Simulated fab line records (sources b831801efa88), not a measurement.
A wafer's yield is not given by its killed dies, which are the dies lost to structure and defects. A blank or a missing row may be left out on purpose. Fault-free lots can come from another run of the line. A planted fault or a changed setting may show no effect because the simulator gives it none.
Which of the tools did it? -- flow sky130 -- 6 lots, 18 wafers sampled, at 3 steps of a route of 708

## WHAT THE GAUGES READ, wafer by wafer
SKY_VIA3_RS_MEAS_22: measures by four-point-probe.
lot,measured,on,VIA3_W_RS (ohm/sq)
L369,day 40 03:12,film_metro-04,0.292 0.290 0.291
L373,day 41 01:02,film_metro-04,0.289 0.286 0.289
L377,day 42 09:59,film_metro-02,0.295 0.294 0.295
L379,day 43 02:35,film_metro-04,0.287 0.284 0.287
L386,day 44 20:29,film_metro-04,0.293 0.291 0.291
L390,day 45 23:01,film_metro-02,0.293 0.295 0.297

## WHICH TOOL RAN EACH LOT (tool, then ch and the chambers of the sampled wafers, then the start)
lot,SKY_METAL3_STRIP_19,SKY_VIA3_CVD_21
L369,"plasma_asher-03 ch 0,1, day 38 23:58","cvd_w-02 ch 0, day 40 03:03"
L373,"plasma_asher-03 ch 0,1, day 39 22:40","cvd_w-02 ch 0, day 41 00:54"
L377,"plasma_asher-04 ch 0,1, day 41 08:10","cvd_w-01 ch 0,1, day 42 09:50"
L379,"plasma_asher-01 ch 0,1, day 42 00:31","cvd_w-02 ch 0,1, day 43 02:27"
L386,"plasma_asher-01 ch 0,1, day 43 19:37","cvd_w-01 ch 0,1, day 44 20:22"
L390,"plasma_asher-03 ch 1, day 44 23:58","cvd_w-01 ch 1, day 45 22:53"
- SKY_METAL3_STRIP_19: strips in O2/N2.
- SKY_VIA3_CVD_21: deposits W, target thk 390 nm, time 117.31 s.

## THE ANSWER, worked out from the rows above alone
Rule: the lots themselves supply what counts as usual. Put in order of their means at a reading, lots are off if they are a third of the lots or fewer, leave a main group of 4 or more, and stand apart from it by a gap of 3 or more times the standard deviation of the main group's means; of several such gaps the widest counts. If all means in a main group match to the digits the tables above print for the reading, that group is not used. Also off: a lot with no number at a reading for which 4 or more lots have one. All remaining lots with rows at the step are treated as sound.
No lot is off at any reading shown: from this, nothing can be told.

## WHAT HAD BEEN PUT IN BY THE SIMULATOR
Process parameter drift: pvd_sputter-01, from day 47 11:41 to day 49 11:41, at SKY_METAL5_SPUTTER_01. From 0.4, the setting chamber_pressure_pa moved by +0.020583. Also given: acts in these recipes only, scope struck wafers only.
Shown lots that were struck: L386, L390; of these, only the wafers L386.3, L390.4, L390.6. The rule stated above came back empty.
